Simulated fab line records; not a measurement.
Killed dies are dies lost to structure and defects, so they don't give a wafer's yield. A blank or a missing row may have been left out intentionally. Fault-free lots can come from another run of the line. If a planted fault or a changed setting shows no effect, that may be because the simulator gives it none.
Which tool did it? :: flow gf180mcu :: 14 lots with 42 wafers sampled at 4 steps, on a route of 602 steps

WHAT THE GAUGES SHOWED, per wafer
GF_VT_IMPLANT_TW_MEAS_43. Usual: VT_IMPLANT_4_TW typically reads 686, with standard deviation 6.7.
lot: L989
measured: day 7 20:13
on: film metro-03
VT_IMPLANT_4_TW: 686 687 688
flag: 

lot: L990
measured: day 8 03:15
on: film metro-04
VT_IMPLANT_4_TW: 677 679 678
flag: 

lot: L991
measured: day 8 11:51
on: film metro-04
VT_IMPLANT_4_TW: 678 679 681
flag: 

lot: L993
measured: day 8 22:09
on: film metro-04
VT_IMPLANT_4_TW: 679 679 681
flag: 

lot: L995
measured: day 9 17:03
on: film metro-03
VT_IMPLANT_4_TW: 679 683 681
flag: 

lot: L996
measured: day 9 19:34
on: film metro-03
VT_IMPLANT_4_TW: 683 680 683
flag: 

lot: L997
measured: day 10 01:40
on: film metro-01
VT_IMPLANT_4_TW: 703 701 701
flag: 

lot: L101
measured: day 11 10:22
on: film metro-03
VT_IMPLANT_4_TW: 688 694 691
flag: 

lot: L107
measured: day 13 05:18
on: film metro-01
VT_IMPLANT_4_TW: 699 699 700
flag: 

lot: L109
measured: day 13 13:33
on: film metro-03
VT_IMPLANT_4_TW: 693 694 690
flag: 

lot: L110
measured: day 13 18:31
on: film metro-04
VT_IMPLANT_4_TW: 693 692 688
flag: 

lot: L111
measured: day 14 04:50
on: film metro-03
VT_IMPLANT_4_TW: 690 690 687
flag: 

TOOL THAT RAN EACH LOT (tool first, then ch and the chambers of the sampled wafers, then the start)
lot: L989
GF_STI_EXPOSE_09: krf scanner-01 ch 0, day 2 00:54
GF_MVSD_STRIP_10: plasma asher-03 ch 0,1, day 4 16:16
GF_VT_IMPLANT_STRIP_09: plasma asher-04 ch 0,1, day 5 21:59

lot: L990
GF_STI_EXPOSE_09: krf scanner-01 ch 0, day 2 06:43
GF_MVSD_STRIP_10: plasma asher-03 ch 0,1, day 4 21:44
GF_VT_IMPLANT_STRIP_09: plasma asher-03 ch 0,1, day 6 04:01

lot: L991
GF_STI_EXPOSE_09: krf scanner-02 ch 0, day 2 11:46
GF_MVSD_STRIP_10: plasma asher-01 ch 0,1, day 5 05:14
GF_VT_IMPLANT_STRIP_09: plasma asher-04 ch 0,1, day 6 10:41

lot: L993
GF_STI_EXPOSE_09: krf scanner-01 ch 0, day 2 21:00
GF_MVSD_STRIP_10: plasma asher-03 ch 0,1, day 5 15:26
GF_VT_IMPLANT_STRIP_09: plasma asher-03 ch 0,1, day 6 21:22

lot: L995
GF_STI_EXPOSE_09: krf scanner-02 ch 0, day 3 07:40
GF_MVSD_STRIP_10: plasma asher-03 ch 0,1, day 6 06:17
GF_VT_IMPLANT_STRIP_09: plasma asher-01 ch 0,1, day 7 13:48

lot: L996
GF_STI_EXPOSE_09: krf scanner-02 ch 0, day 3 12:34
GF_MVSD_STRIP_10: plasma asher-03 ch 0,1, day 6 10:05
GF_VT_IMPLANT_STRIP_09: plasma asher-03 ch 0, day 7 17:28

lot: L997
GF_STI_EXPOSE_09: krf scanner-01 ch 0, day 3 16:52
GF_MVSD_STRIP_10: plasma asher-03 ch 0,1, day 6 14:54
GF_VT_IMPLANT_STRIP_09: plasma asher-03 ch 0,1, day 7 22:24

lot: L101
GF_STI_EXPOSE_09: krf scanner-02 ch 0, day 4 13:56
GF_MVSD_STRIP_10: plasma asher-01 ch 0,1, day 7 18:01
GF_VT_IMPLANT_STRIP_09: plasma asher-01 ch 0,1, day 9 03:33

lot: L103
GF_STI_EXPOSE_09: krf scanner-02, day 4 23:17
GF_MVSD_STRIP_10: -
GF_VT_IMPLANT_STRIP_09: -

lot: L104
GF_STI_EXPOSE_09: krf scanner-01, day 5 05:53
GF_MVSD_STRIP_10: -
GF_VT_IMPLANT_STRIP_09: -

lot: L107
GF_STI_EXPOSE_09: krf scanner-01 ch 0, day 5 21:35
GF_MVSD_STRIP_10: plasma asher-02 ch 0,1, day 9 05:34
GF_VT_IMPLANT_STRIP_09: plasma asher-01 ch 0,1, day 10 18:12

lot: L109
GF_STI_EXPOSE_09: krf scanner-01 ch 0, day 6 06:40
GF_MVSD_STRIP_10: plasma asher-01 ch 1, day 9 13:42
GF_VT_IMPLANT_STRIP_09: plasma asher-01 ch 0,1, day 11 02:24

lot: L110
GF_STI_EXPOSE_09: krf scanner-02 ch 0, day 6 11:28
GF_MVSD_STRIP_10: plasma asher-02 ch 0,1, day 9 17:27
GF_VT_IMPLANT_STRIP_09: plasma asher-01 ch 0,1, day 11 05:56

lot: L111
GF_STI_EXPOSE_09: krf scanner-01 ch 0, day 6 17:56
GF_MVSD_STRIP_10: plasma asher-02 ch 0,1, day 10 01:43
GF_VT_IMPLANT_STRIP_09: plasma asher-04 ch 0,1, day 11 16:08
- GF_STI_EXPOSE_09: exposes mask COMP, target cd 220 nm.
- GF_MVSD_STRIP_10: strips in O2/N2.
- GF_VT_IMPLANT_STRIP_09: strips in O2/N2.

WHAT THE TOOLS THEMSELVES READ (means of the sampled wafers that have a number; where no wafer has one, the mark that the record gives instead)
GF_STI_EXPOSE_09. Usual: exposure dose mJ cm2 27.986, standard deviation 0.029; focus offset nm -0.1 nm, standard deviation 0.5.
lot: L989
tool: krf scanner-01
exposure dose mJ cm2: 27.992
focus offset nm (nm): 0.1
flag: 

lot: L990
tool: krf scanner-01
exposure dose mJ cm2: 28.022
focus offset nm (nm): -0.1
flag: 

lot: L991
tool: krf scanner-02
exposure dose mJ cm2: 27.970
focus offset nm (nm): -0.2
flag: 

lot: L993
tool: krf scanner-01
exposure dose mJ cm2: 28.021
focus offset nm (nm): -0.6
flag: 

lot: L995
tool: krf scanner-02
exposure dose mJ cm2: 28.001
focus offset nm (nm): -0.1
flag: 

lot: L996
tool: krf scanner-02
exposure dose mJ cm2: 27.993
focus offset nm (nm): -0.3
flag: 

lot: L997
tool: krf scanner-01
exposure dose mJ cm2: 27.965
focus offset nm (nm): 0.1
flag: 

lot: L101
tool: krf scanner-02
exposure dose mJ cm2: 27.963
focus offset nm (nm): -0.6
flag: 

lot: L103
tool: krf scanner-02
exposure dose mJ cm2: -
focus offset nm (nm): -
flag: OFF

lot: L104
tool: krf scanner-01
exposure dose mJ cm2: -
focus offset nm (nm): -
flag: OFF

lot: L107
tool: krf scanner-01
exposure dose mJ cm2: 28.014
focus offset nm (nm): 0.2
flag: 

lot: L109
tool: krf scanner-01
exposure dose mJ cm2: 28.027
focus offset nm (nm): 0.5
flag: 

lot: L110
tool: krf scanner-02
exposure dose mJ cm2: 27.965
focus offset nm (nm): 0.1
flag: 

lot: L111
tool: krf scanner-01
exposure dose mJ cm2: 27.981
focus offset nm (nm): -0.4
flag: 

GF_MVSD_STRIP_10. Usual: drypump motor current A 6.0 A, standard deviation 0.38; heater power w 357 W, standard deviation 27; n2 flow sccm 300.1 sccm, standard deviation 0.87; oes product au 0.723 a.u., standard deviation 0.0042; strip time to endpoint s 36.99 s, standard deviation 0.11.
lot: L989
tool: plasma asher-03
drypump motor current A (A): 5.6
heater power w (W): 387
n2 flow sccm (sccm): 299.2
oes product au (a.u.): 0.726
strip time to endpoint s (s): 36.85
flag: 

lot: L990
tool: plasma asher-03
drypump motor current A (A): 5.5
heater power w (W): 383
n2 flow sccm (sccm): 299.4
oes product au (a.u.): 0.719
strip time to endpoint s (s): 36.95
flag: 

lot: L991
tool: plasma asher-01
drypump motor current A (A): 6.0
heater power w (W): 382
n2 flow sccm (sccm): 301.1
oes product au (a.u.): 0.726
strip time to endpoint s (s): 37.00
flag: 

lot: L993
tool: plasma asher-03
drypump motor current A (A): 5.7
heater power w (W): 387
n2 flow sccm (sccm): 300.7
oes product au (a.u.): 0.727
strip time to endpoint s (s): 37.14
flag: 

lot: L995
tool: plasma asher-03
drypump motor current A (A): 5.5
heater power w (W): 380
n2 flow sccm (sccm): 299.6
oes product au (a.u.): 0.720
strip time to endpoint s (s): 37.11
flag: 

lot: L996
tool: plasma asher-03
drypump motor current A (A): 5.6
heater power w (W): 387
n2 flow sccm (sccm): 300.3
oes product au (a.u.): 0.726
strip time to endpoint s (s): 37.03
flag: 

lot: L997
tool: plasma asher-03
drypump motor current A (A): 5.7
heater power w (W): 391
n2 flow sccm (sccm): 299.8
oes product au (a.u.): 0.721
strip time to endpoint s (s): 36.89
flag: 

lot: L101
tool: plasma asher-01
drypump motor current A (A): 6.0
heater power w (W): 380
n2 flow sccm (sccm): 300.3
oes product au (a.u.): 0.724
strip time to endpoint s (s): 36.84
flag: 

lot: L107
tool: plasma asher-02
drypump motor current A (A): 6.3
heater power w (W): 338
n2 flow sccm (sccm): 299.4
oes product au (a.u.): 0.724
strip time to endpoint s (s): 37.03
flag: 

lot: L109
tool: plasma asher-01
drypump motor current A (A): 5.4
heater power w (W): 347
n2 flow sccm (sccm): 300.2
oes product au (a.u.): 0.724
strip time to endpoint s (s): 37.04
flag: 

lot: L110
tool: plasma asher-02
drypump motor current A (A): 6.3
heater power w (W): 334
n2 flow sccm (sccm): 299.5
oes product au (a.u.): 0.717
strip time to endpoint s (s): 36.80
flag: 

lot: L111
tool: plasma asher-02
drypump motor current A (A): 6.3
heater power w (W): 331
n2 flow sccm (sccm): 300.4
oes product au (a.u.): 0.722
strip time to endpoint s (s): 36.94
flag: 

GF_VT_IMPLANT_STRIP_09. Usual: drypump motor current A 5.9 A, standard deviation 0.41; heater power w 357 W, standard deviation 35; n2 flow sccm 300.2 sccm, standard deviation 0.85; oes product au 0.715 a.u., standard deviation 0.0051; strip time to endpoint s 12.64 s, standard deviation 0.043.
lot: L989
tool: plasma asher-04
drypump motor current A (A): 6.3
heater power w (W): 324
n2 flow sccm (sccm): 299.5
oes product au (a.u.): 0.715
strip time to endpoint s (s): 12.64
flag: 

lot: L990
tool: plasma asher-03
drypump motor current A (A): 5.6
heater power w (W): 388
n2 flow sccm (sccm): 300.6
oes product au (a.u.): 0.717
strip time to endpoint s (s): 12.64
flag: 

lot: L991
tool: plasma asher-04
drypump motor current A (A): 6.3
heater power w (W): 326
n2 flow sccm (sccm): 300.1
oes product au (a.u.): 0.714
strip time to endpoint s (s): 12.61
flag: 

lot: L993
tool: plasma asher-03
drypump motor current A (A): 5.7
heater power w (W): 386
n2 flow sccm (sccm): 299.2
oes product au (a.u.): 0.714
strip time to endpoint s (s): 12.64
flag: 

lot: L995
tool: plasma asher-01
drypump motor current A (A): 6.0
heater power w (W): 385
n2 flow sccm (sccm): 299.0
oes product au (a.u.): 0.716
strip time to endpoint s (s): 12.61
flag: 

lot: L996
tool: plasma asher-03
drypump motor current A (A): 5.4
heater power w (W): 380
n2 flow sccm (sccm): 301.0
oes product au (a.u.): 0.711
strip time to endpoint s (s): 12.66
flag: 

lot: L997
tool: plasma asher-03
drypump motor current A (A): 5.7
heater power w (W): 388
n2 flow sccm (sccm): 300.2
oes product au (a.u.): 0.713
strip time to endpoint s (s): 12.69
flag: 

lot: L101
tool: plasma asher-01
drypump motor current A (A): 5.7
heater power w (W): 358
n2 flow sccm (sccm): 300.6
oes product au (a.u.): 0.710
strip time to endpoint s (s): 12.64
flag: 

lot: L107
tool: plasma asher-01
drypump motor current A (A): 6.0
heater power w (W): 379
n2 flow sccm (sccm): 299.9
oes product au (a.u.): 0.721
strip time to endpoint s (s): 12.70
flag: 

lot: L109
tool: plasma asher-01
drypump motor current A (A): 6.0
heater power w (W): 372
n2 flow sccm (sccm): 300.3
oes product au (a.u.): 0.719
strip time to endpoint s (s): 12.61
flag: 

lot: L110
tool: plasma asher-01
drypump motor current A (A): 6.0
heater power w (W): 386
n2 flow sccm (sccm): 300.1
oes product au (a.u.): 0.716
strip time to endpoint s (s): 12.67
flag: 

lot: L111
tool: plasma asher-04
drypump motor current A (A): 6.3
heater power w (W): 321
n2 flow sccm (sccm): 299.8
oes product au (a.u.): 0.716
strip time to endpoint s (s): 12.58
flag: 

THE ANSWER, worked out from the rows above alone
Rule: take the mean of a lot's wafers that have a number; if it is more than 3 standard deviations from the usual mean, the lot is off. A lot without any number at a reading at which 4 lots or more have one is off too. Where the step has rows for the other lots, those lots are counted as sound. The gauges are gone through in route order, then the tools' own readings, and for those a lot's mean is taken as printed above. The first step at which some lot is off is used, and at that step the reading that is off furthest; a lot without a number counts as furthest.
Off at GF_STI_EXPOSE_09 (exposure dose mJ cm2): L103, L104. Without a number there: L103, L104.
A tool fits if, at that step or a process step before it, it ran every lot that is off, and no sound lot after the first of them. None of those tried fits.

WHAT HAD BEEN PUT IN BY THE SIMULATOR
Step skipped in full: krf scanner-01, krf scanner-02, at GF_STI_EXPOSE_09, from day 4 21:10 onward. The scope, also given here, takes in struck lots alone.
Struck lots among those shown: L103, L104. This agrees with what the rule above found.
